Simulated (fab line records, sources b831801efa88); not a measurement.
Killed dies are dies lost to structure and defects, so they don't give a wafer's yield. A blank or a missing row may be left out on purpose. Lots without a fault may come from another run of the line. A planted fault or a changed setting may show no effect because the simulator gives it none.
fab line records | flow sky130
record lots=5 wafers=15 last_day=50
route steps=708 shown VIA3@593 METAL4@598 CAP2M@603 PAD_OPEN@708
lots that met no fault: from a run of the same line without faults
start_h: hours from the record's first day to the start of the lot's first wafer shown | wait_h: hours since the lot's step before | " the same as in the row above | L1.1+2: a row that stands for several wafers | - no value, or no start given | * or withheld: withheld | < > ~ a bound
route shown NAME@n: a module of which the file shows steps, and the number in the route of the first | usual: mean/standard deviation of fault-free wafers | same: alike in all rows | chamber/n: place in a boat | sites: the reading at each site | _std_site: their standard deviation | _edge_site: outer sites' mean less inner sites' | radius_mm: how far each site lies from the wafer's centre | mask NAME#n: copy n | behind: the tool/chamber that last shaped the wafer | hold: why the lot was held/for how many hours/how that ended | device: the transistor (n, p or np) that didn't switch | end of line: the same wafers' tests at the end of the route | a step without rows: its recipe alone | killed: dies lost to structure and defects at the first sort, not the wafer's yield | map: a wafer's dies, x killed, . not, _ none there
set.NAME: the setting as run; set.NAME@STEP: as run at that earlier step | model.NAME: the simulator's own value behind a step, which no gauge read
lots at some steps of the route; a table a step, a row a wafer
services: from which hour (start_h, from the record's first day; less than 0 if before it) a tool's chamber was out of use, for how many hours, and why
## steps
# step SKY_VIA3_SPUTTER_20
# recipe material=TiN target_thk_nm=20 chamber_pressure_pa=5 power_w=4000 time_s=80
# step SKY_VIA3_CVD_21
# recipe material=W target_thk_nm=390 time_s=117.31 temp_c=400 pressure_torr=40
# step SKY_VIA3_CMP_24
# recipe stop_on=SiO2 t_overpolish_s=20 down_force_psi=3.5 platen_rpm=60 target_thk_nm=0 pad_velocity_m_s=0.94248
# step SKY_METAL4_SPUTTER_00
# recipe material=Ti target_thk_nm=15 power_w=3000 time_s=10 chamber_pressure_pa=0.4
# step SKY_METAL4_SPUTTER_01
# recipe material=TiN target_thk_nm=20 power_w=6500 time_s=16.7 chamber_pressure_pa=0.4
# step SKY_METAL4_SPUTTER_02
# recipe material=AlCu target_thk_nm=735 power_w=10600 time_s=39.1 chamber_pressure_pa=0.4
# step SKY_METAL4_SPUTTER_03
# recipe material=Ti target_thk_nm=5 power_w=3000 time_s=3.3 chamber_pressure_pa=0.4
# step SKY_METAL4_SPUTTER_04
# recipe material=TiN target_thk_nm=70 power_w=6500 time_s=58.3 chamber_pressure_pa=0.4
# step SKY_CAP2M_CVD_00
# recipe material=SiO2 target_thk_nm=15.5 temp_c=400 time_s=withheld rf_w=450
# step SKY_CAP2M_SPUTTER_02
# recipe material=TiN target_thk_nm=200 temp_c=300 power_w=6500 time_s=166.7 chamber_pressure_pa=0.4
# usual cathode_dc_power_W=6500.0/1.1 chamber_pressure_pa=0.4000/0.00082 throttle_valve_pct=30.2/0.87
# columns lot.wafer tool chamber start_h wait_h cathode_dc_power_W chamber_pressure_pa throttle_valve_pct model.TiN_of_CAP2M_SPUTTER_02.thk_nm
L522.2 pvd_sputter-02 - 1003.00 0.0 6500.1 0.3994 30.2 197.3
L522.3 " - " " 6500.7 0.4002 30.5 199.8
L522.4 " - " " 6499.1 0.4000 30.0 198.2
L526.1 pvd_sputter-01 - 1026.97 0.1 6499.1 0.4000 30.2 202.1
L526.3 " - " " 6500.8 0.3999 28.0 202.9
L526.6 " - " " 6501.5 0.4004 29.9 202.6
L531.2 pvd_sputter-01 - 1060.25 0.0 5170.7 0.3999 30.2 162.1
L531.3 " - " " 5170.2 0.4000 27.8 161.9
L531.6 " - " " 5169.4 0.4007 30.1 162.3
L533.1 pvd_sputter-01 - 1064.67 0.1 5169.8 0.3986 30.2 159.6
L533.4 " - " " 5170.1 0.3989 31.5 159.4
L533.6 " - " " 5170.9 0.4011 31.2 160.4
L534.1 pvd_sputter-01 - 1078.76 0.1 5172.9 0.4004 27.7 159
L534.2 " - " " 5169.1 0.4000 31.1 158.7
L534.3 " - " " 5170.5 0.4008 29.9 157.6
# step SKY_CAP2M_RS_MEAS_03
# recipe thk_meas_gauge=four-point-probe reads=TiN_of_CAP2M_SPUTTER_02
# usual CAP2M_TIN_RS=6.88/0.06
# columns lot.wafer tool chamber start_h wait_h CAP2M_TIN_RS[ohm/sq]
L522.2 film_metro-03 - 1003.13 0.1 7.01
L522.3 " - " " 6.93
L522.4 " - " " 6.98
L526.1 film_metro-01 - 1027.08 0.1 6.84
L526.3 " - " " 6.82
L526.6 " - " " 6.82
L531.2 film_metro-04 - 1060.38 0.1 8.55
L531.3 " - " " 8.58
L531.6 " - " " 8.54
L533.1 film_metro-04 - 1064.78 0.1 8.71
L533.4 " - " " 8.72
L533.6 " - " " 8.65
L534.1 film_metro-04 - 1078.87 0.1 8.75
L534.2 " - " " 8.77
L534.3 " - " " 8.80
# step SKY_CAP2M_THK_MEAS_04
# recipe thk_meas_gauge=xrf reads=TiN_of_CAP2M_SPUTTER_02
# usual CAP2M_TIN_THK=198.6/1.5
# columns lot.wafer tool chamber start_h wait_h CAP2M_TIN_THK[nm]
L522.2 film_metro-03 - 1003.24 0.1 195.7
L522.3 " - " " 199.0
L522.4 " - " " 196.8
L526.1 film_metro-01 - 1027.20 0.1 199.1
L526.3 " - " " 200.5
L526.6 " - " " 200.1
L531.2 film_metro-04 - 1060.49 0.1 160.7
L531.3 " - " " 159.7
L531.6 " - " " 160.5
L533.1 film_metro-04 - 1064.90 0.1 157.7
L533.4 " - " " 157.3
L533.6 " - " " 158.9
L534.1 film_metro-04 - 1078.99 0.1 157.4
L534.2 " - " " 156.4
L534.3 " - " " 156.4
# step SKY_CAP2M_DEHYDRATE_05
# recipe temp_c=200 time_s=60
# step SKY_CAP2M_HMDS_06
# recipe prime_time_s=60 prime_temp_c=120
# step SKY_CAP2M_COAT_07
# recipe resist=NOVOLAK spin_rpm=3000 resist_thk_nm=1140
# step SKY_CAP2M_SOFTBAKE_08
# recipe temp_c=90 time_s=60 resist=NOVOLAK
# step SKY_CAP2M_EXPOSE_09
# recipe mask_id=CAP2M na=0.6 source_shape=conventional sigma_outer=0.6 polarization=unpolarized target_cd_nm=1000 dose_mj=159
# step SKY_CAP2M_PEB_10
# recipe temp_c=withheld time_s=* resist=NOVOLAK
# step SKY_CAP2M_DEVELOP_11
# recipe resist=NOVOLAK developer=TMAH develop_time_s=60 dev_temp_c=23
# step SKY_CAP2M_METAL_ETCH_13
# recipe target_depth_nm=220 stop_on=SiO2 chemistry=Cl2/BCl3 target=TiN pressure_mtorr=10 icp_w=900 bias_w=48.5 Cl2_flow_sccm=60 bcl3_flow_sccm=30 time_s=62.9
# usual chamber_pressure_mTorr=9.999/0.0089 drypump_motor_current_A=5.65/0.21 oes_product_au=0.944/0.0067 rf_fwd_power_W=892/3.7 throttle_valve_pct=21.900/0.0089
# columns lot.wafer tool chamber start_h wait_h chamber_pressure_mTorr drypump_motor_current_A oes_product_au rf_fwd_power_W rf_hours_counter_h throttle_valve_pct
L522.2 rie_metal-01 0 1026.20 0.0 10.004 5.35 0.937 889 19 21.900
L522.3 " 0 " " 10.020 5.38 0.945 885 - 21.899
L522.4 " 1 " " 9.990 5.88 0.937 891 - 21.909
L526.1 rie_metal-01 0 1048.70 0.0 9.989 5.39 0.947 889 20 21.897
L526.3 " 0 " " 9.999 5.38 0.944 885 - 21.890
L526.6 " 1 " " 9.983 5.86 0.947 901 - 21.901
L531.2 rie_metal-03 1 1081.02 0.0 9.997 5.66 0.830 888 19 21.954
L531.3 " 0 " " 9.990 5.93 0.825 894 - 21.981
L531.6 " 1 " " 10.010 5.65 0.837 890 - 21.959
L533.1 rie_metal-02 1 1085.84 0.0 10.013 5.44 0.827 892 23 21.981
L533.4 " 1 " " 10.006 5.47 0.831 892 - 21.970
L533.6 " 0 " " 9.999 5.47 0.830 895 - 21.985
L534.1 rie_metal-03 1 1098.62 0.0 10.007 5.63 0.828 893 21 21.962
L534.2 " 0 " " 9.996 5.94 0.823 896 26 21.974
L534.3 " 0 " " 9.991 5.94 0.826 894 - 21.968
# step SKY_CAP2M_STRIP_14
# recipe chemistry=O2/N2 power_w=1400 pressure_mtorr=1500 platen_temp_c=withheld o2_flow_sccm=3000 n2_flow_sccm=300 overash_fraction=0.5
# step SKY_CAP2M_STRIP_15
# recipe chemistry=post_etch_residue_remover time_s=1200 temp_c=72.5
# step SKY_CAP2M_CLEAN_16
# recipe chemistry=IPA time_s=180 temp_c=25
# step SKY_CAP2M_CLEAN_17
# recipe chemistry=O3/DIW dry=n2_spin
# step SKY_METAL4_DEHYDRATE_05
# recipe temp_c=200 time_s=60
# step SKY_METAL4_HMDS_06
# recipe prime_time_s=60 prime_temp_c=120
# step SKY_METAL4_COAT_07
# recipe resist=BARC temp_c=withheld time_s=withheld spin_rpm=3000 resist_thk_nm=60
# step SKY_METAL4_COAT_08
# recipe resist=KrF-thick spin_rpm=3000 resist_thk_nm=1140
# step SKY_METAL4_SOFTBAKE_09
# recipe temp_c=100 time_s=90 resist=KrF-thick
# step SKY_METAL4_EXPOSE_10
# recipe mask_id=MM4 na=0.68 source_shape=annular sigma_inner=0.4 sigma_outer=0.8 target_cd_nm=300 dose_mj=28
# step SKY_METAL4_PEB_11
# recipe peb_temp_c=withheld peb_time_s=withheld resist=KrF-thick
# step SKY_METAL4_DEVELOP_12
# recipe develop_time_s=60 resist=KrF-thick dev_temp_c=21
# step SKY_METAL4_DESCUM_15
# recipe chemistry=O2 source_power_w=150 bias_power_w=0 pressure_mtorr=10 temp_c=40 time_s=8
# step SKY_METAL4_ETCH_16
# recipe chemistry=N2/H2 target=BARC ion_energy_ev=200 bias_w=100 pressure_mtorr=30 n2_flow_sccm=100 h2_flow_sccm=200 icp_w=500 stop_on=SiO2 time_s=88.2 target_depth_a=600
# step SKY_METAL4_ETCH_17
# recipe target=SiO2 stop_on=TiN chemistry=C4F8/O2/Ar source_w=1500 bias_w=1200 pressure_mtorr=40 c4f8_flow_sccm=withheld O2_flow_sccm=6 Ar_flow_sccm=300 time_s=3.9 target_depth_a=150
# step SKY_METAL4_METAL_ETCH_18
# recipe target_depth_a=8450 stop_on=SiO2 over_etch_frac=0.3 time_s=183.1 chemistry=Cl2/BCl3 resist_sidewall_deg=88 pressure_mtorr=10 icp_w=900 bias_w=48.5 Cl2_flow_sccm=60 bcl3_flow_sccm=30
# step SKY_METAL4_STRIP_20
# recipe chemistry=post_etch_residue_remover time_s=1200 temp_c=72.5
# usual bath_heat_duty_pct=14.5/1.5
# columns lot.wafer tool chamber start_h wait_h bath_heat_duty_pct model.TiN_of_CAP2M_SPUTTER_02.thk_nm
L522.2 wet_bench-01 0 1049.79 0.1 14.9 196.5
L522.3 " 0 " " 15.5 199
L522.4 " 0 " " 17.1 197.3
L526.1 wet_bench-04 0 1071.10 0.1 15.1 201.3
L526.3 " 0 " " 13.1 202
L526.6 " 0 " " 14.1 201.8
L531.2 wet_bench-02 3 1103.19 0.1 13.7 161.3
L531.3 " 3 " " 13.7 161.1
L531.6 " 3 " " 14.3 161.5
L533.1 wet_bench-01 1 1107.67 0.1 14.1 158.8
L533.4 " 1 " " 15.0 158.5
L533.6 " 1 " " 14.6 159.6
L534.1 wet_bench-04 1 1120.24 0.1 14.9 158.1
L534.2 " 1 " " 15.9 157.8
L534.3 " 1 " " 15.3 156.8
# step SKY_PAD_OPEN_PROBE_99
# usual defect_limited_yield=82.8/2 killed_at_M0_to_M3=43/7.2 killed_at_M4_up=3.0/2 killed_at_contacts=24/5.5 killed_at_front_end=15/4.2 killed_at_other=0.3/0.51 killed_dies=85/10 killed_open=46/7.3 killed_short=38/6.4 sort_bin_3_pad_short=0.9/0.42 sort_bin_5_function=10.3/1.5 sort_bin_6_memory=6.0/1.2 sort_n_pass=407/10 sort_yield_pct=82.8/2
# same gross_dies=492 killed_at_back_side=0 sort_bin_4_leakage[%]=0 sort_bin_8_speed[%]=0
# columns lot.wafer tool chamber start_h wait_h defect_limited_yield[%] killed_at_M0_to_M3 killed_at_M4_up killed_at_contacts killed_at_front_end killed_at_other killed_dies killed_open killed_short sort_bin_3_pad_short[%] sort_bin_5_function[%] sort_bin_6_memory[%] sort_n_pass sort_yield_pct[%] model.etest.cap_mim2.plate_ohm_sq model.etest.cap_mim2.bv_v model.etest.cap_mim2.leak_log10_a_cm2
L522.2 prober-01 - 1139.27 0.1 82.7 44 1 20 20 0 85 48 37 0.6 10.4 6.3 407 82.7 6.068 14.08 -8.779
L522.3 prober-01 - 1139.32 0.2 79.5 50 3 27 20 1 101 61 40 0.4 13.2 6.9 391 79.5 5.982 14.01 -8.855
L522.4 prober-01 - 1139.37 0.2 80.5 52 1 24 18 1 96 58 38 1.2 11.8 6.5 396 80.5 6.067 14.21 -9.11
L526.1 prober-02 - 1156.55 0.1 80.3 42 3 36 15 1 97 49 48 0.8 12.4 6.5 395 80.3 5.971 13.85 -8.756
L526.3 prober-02 - 1156.65 0.2 83.7 36 3 27 14 0 80 48 32 0.6 9.8 5.9 412 83.7 5.907 13.9 -8.903
L526.6 prober-02 - 1156.80 0.2 81.5 50 0 23 18 0 91 49 42 1.2 11.8 5.5 401 81.5 5.99 14.74 -8.939
L531.2 prober-01 - 1182.27 0.1 89.2 23 1 18 11 0 53 27 26 0.8 7.7 2.2 439 89.2 7.382 12.38 -8.454
L531.3 prober-01 - 1182.32 0.2 84.6 38 3 22 12 1 76 38 38 1.2 8.1 6.1 416 84.6 7.405 13.21 -8.552
L531.6 prober-01 - 1182.47 0.2 84.3 41 0 24 12 0 77 42 35 0.6 10.6 4.5 415 84.3 7.322 13.09 -8.445
L533.1 prober-01 - 1187.18 0.1 82.7 38 3 27 17 0 85 44 41 0.8 10.8 5.7 407 82.7 7.501 12.98 -8.335
L533.4 prober-01 - 1187.33 0.2 86.0 34 3 19 12 1 69 40 29 0.4 8.5 5.1 423 86.0 7.565 12.35 -8.474
L533.6 prober-01 - 1187.43 0.2 83.7 43 2 20 15 0 80 44 36 1.0 8.3 6.9 412 83.7 7.533 13.66 -8.453
L534.1 prober-02 - 1197.59 0.1 81.1 54 4 22 13 0 93 52 41 1.0 9.8 8.1 399 81.1 7.579 12.44 -8.356
L534.2 prober-02 - 1197.64 0.1 80.3 54 1 23 19 0 97 57 40 1.2 11.6 6.9 395 80.3 7.625 13.54 -8.37
L534.3 prober-02 - 1197.69 0.2 79.7 52 3 26 18 1 100 55 45 0.8 10.0 9.6 392 79.7 7.62 13.12 -8.341
# killed by level:class
L522.2 VIA1:geometric_particle:open=12 LI_CONTACT:geometric_particle:open=9 METAL1:geometric_particle:short=9 VIA2:geometric_particle:open=7 FIELD_ISO:geometric_particle:short=6 CONTACT:geometric_particle:open=6 FIELD_ISO:geometric_particle:open=4 POLY_GATE:geometric_particle:short=4
L522.3 VIA1:geometric_particle:open=13 CONTACT:geometric_particle:open=11 LI_CONTACT:geometric_particle:open=8 VIA2:geometric_particle:open=7 FIELD_ISO:geometric_particle:open=6 METAL1:geometric_particle:short=6 VIA3:geometric_particle:short=6 LOCAL_INTERCONNECT:geometric_particle:short=5
L522.4 VIA1:geometric_particle:open=19 LI_CONTACT:geometric_particle:open=9 CONTACT:geometric_particle:open=6 VIA1:geometric_particle:short=6 FIELD_ISO:geometric_particle:short=5 VIA2:geometric_particle:open=5 VIA2:geometric_particle:short=4 VIA3:geometric_particle:open=4
L526.1 CONTACT:geometric_particle:open=12 LI_CONTACT:geometric_particle:open=9 CONTACT:geometric_particle:short=9 VIA3:geometric_particle:open=8 METAL1:geometric_particle:short=7 VIA1:geometric_particle:open=7 LOCAL_INTERCONNECT:geometric_particle:short=6 METAL2:geometric_particle:short=6
L526.3 VIA1:geometric_particle:open=14 CONTACT:geometric_particle:open=11 LI_CONTACT:geometric_particle:open=6 FIELD_ISO:geometric_particle:open=5 METAL2:geometric_particle:short=5 POLY_GATE:geometric_particle:short=5 CONTACT:geometric_particle:short=4 LI_CONTACT:geometric_particle:short=3
L526.6 CONTACT:geometric_particle:open=10 VIA1:geometric_particle:open=9 FIELD_ISO:geometric_particle:open=8 VIA2:geometric_particle:open=8 VIA1:geometric_particle:short=7 METAL3:geometric_particle:short=5 METAL1:geometric_particle:short=5 LI_CONTACT:geometric_particle:open=4
L531.2 VIA1:geometric_particle:open=7 LI_CONTACT:geometric_particle:open=5 LI_CONTACT:geometric_particle:short=4 CONTACT:geometric_particle:open=4 VIA3:geometric_particle:open=4 POLY_GATE:geometric_particle:short=3 CONTACT:geometric_particle:short=3 METAL1:geometric_particle:short=3
L531.3 LI_CONTACT:geometric_particle:open=9 CONTACT:geometric_particle:open=7 FIELD_ISO:geometric_particle:short=6 VIA1:geometric_particle:open=6 METAL2:geometric_particle:short=6 VIA3:geometric_particle:open=5 METAL3:geometric_particle:short=4 VIA2:geometric_particle:open=3
L531.6 VIA1:geometric_particle:open=11 LI_CONTACT:geometric_particle:open=8 METAL1:geometric_particle:short=7 CONTACT:geometric_particle:open=6 CONTACT:geometric_particle:short=5 VIA2:geometric_particle:open=4 METAL3:geometric_particle:short=4 FIELD_ISO:geometric_particle:short=3
L533.1 CONTACT:geometric_particle:open=11 VIA1:geometric_particle:open=9 VIA3:geometric_particle:open=7 POLY_GATE:geometric_particle:open=6 POLY_GATE:geometric_particle:short=5 CONTACT:geometric_particle:short=5 VIA3:geometric_particle:short=5 METAL2:geometric_particle:short=5
L533.4 VIA1:geometric_particle:open=7 VIA3:geometric_particle:open=7 METAL2:geometric_particle:short=6 LI_CONTACT:geometric_particle:open=5 LOCAL_INTERCONNECT:geometric_particle:short=5 CONTACT:geometric_particle:open=5 VIA2:geometric_particle:open=4 FIELD_ISO:geometric_particle:open=3
L533.6 VIA3:geometric_particle:open=8 CONTACT:geometric_particle:open=6 CONTACT:geometric_particle:short=6 METAL1:geometric_particle:short=6 METAL2:geometric_particle:short=6 VIA2:geometric_particle:open=6 POLY_GATE:geometric_particle:open=5 LI_CONTACT:geometric_particle:open=5
L534.1 VIA1:geometric_particle:open=19 LI_CONTACT:geometric_particle:open=7 CONTACT:geometric_particle:open=7 VIA3:geometric_particle:open=6 VIA2:geometric_particle:open=6 VIA2:geometric_particle:short=5 METAL2:geometric_particle:short=5 VIA1:geometric_particle:short=5
L534.2 VIA1:geometric_particle:open=11 VIA2:geometric_particle:open=11 CONTACT:geometric_particle:open=8 LI_CONTACT:geometric_particle:open=7 VIA3:geometric_particle:short=7 FIELD_ISO:geometric_particle:short=5 FIELD_ISO:geometric_particle:open=4 LOCAL_INTERCONNECT:geometric_particle:short=4
L534.3 VIA1:geometric_particle:open=17 CONTACT:geometric_particle:open=11 METAL2:geometric_particle:short=8 POLY_GATE:geometric_particle:short=7 VIA3:geometric_particle:open=6 LI_CONTACT:geometric_particle:open=5 CONTACT:geometric_particle:short=5 METAL1:geometric_particle:short=5
## services
# columns tool chamber start_h hours kind
pvd_sputter-02 1 989.38 - consumable_replace:kit
pvd_sputter-02 1 989.38 18.0 scheduled_down
pvd_sputter-02 1 989.38 18.0 vent_cycle
rie_metal-02 - 993.73 14.6 pm
pvd_sputter-01 1 1027.08 - consumable_replace:kit
pvd_sputter-01 1 1027.08 18.0 scheduled_down
pvd_sputter-01 1 1027.08 18.0 vent_cycle
rie_metal-01 1 1033.72 3.0 repair
rie_metal-01 0 1066.70 48.3 repair
rie_metal-01 - 1075.17 28.1 pm
rie_metal-03 1 1075.80 3.2 repair
wet_bench-01 - 1095.29 3.9 repair
wet_bench-01 - 1100.94 5.3 repair
pvd_sputter-02 0 1113.79 - consumable_replace:kit
pvd_sputter-02 0 1113.79 18.0 scheduled_down
pvd_sputter-02 0 1113.79 18.0 vent_cycle
rie_metal-01 0 1114.98 - clean
rie_metal-01 0 1114.98 - consumable_replace:focus_ring
rie_metal-01 0 1114.98 19.3 scheduled_down
rie_metal-01 0 1114.98 19.3 vent_cycle
## key
first_sign step=SKY_CAP2M_SPUTTER_02 reading=cathode_dc_power_W direction=down sigmas=99+ usual=6500.0 struck=5170.4
effect step=SKY_CAP2M_RS_MEAS_03 reading=CAP2M_TIN_RS direction=up sigmas=30 usual=6.88 struck=8.67
effect step=SKY_CAP2M_THK_MEAS_04 reading=CAP2M_TIN_THK direction=down sigmas=27 usual=198.6 struck=158.3
effect step=SKY_CAP2M_METAL_ETCH_13 reading=oes_product_au direction=down sigmas=17 usual=0.944 struck=0.828
model_effect step=SKY_CAP2M_SPUTTER_02 value=TiN_of_CAP2M_SPUTTER_02.thk_nm without=201 struck=160.1
model_effect step=SKY_METAL4_STRIP_20 value=TiN_of_CAP2M_SPUTTER_02.thk_nm without=200.2 struck=159.3
model_effect step=SKY_PAD_OPEN_PROBE_99 value=etest.cap_mim2.plate_ohm_sq without=5.976 struck=7.504
met_at SKY_CAP2M_SPUTTER_02
struck_wafers L531.2,L531.3,L531.6,L533.1,L533.4,L533.6,L534.1,L534.2,L534.3
onset_between 1026.97 1060.25
fault kind=process_parameter_drift tool=pvd_sputter-01 chamber=- onset_h=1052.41 steps=SKY_CAP2M_SPUTTER_02 channel=power_w offset=* shape=step end_h=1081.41 acts_in=* stated=*
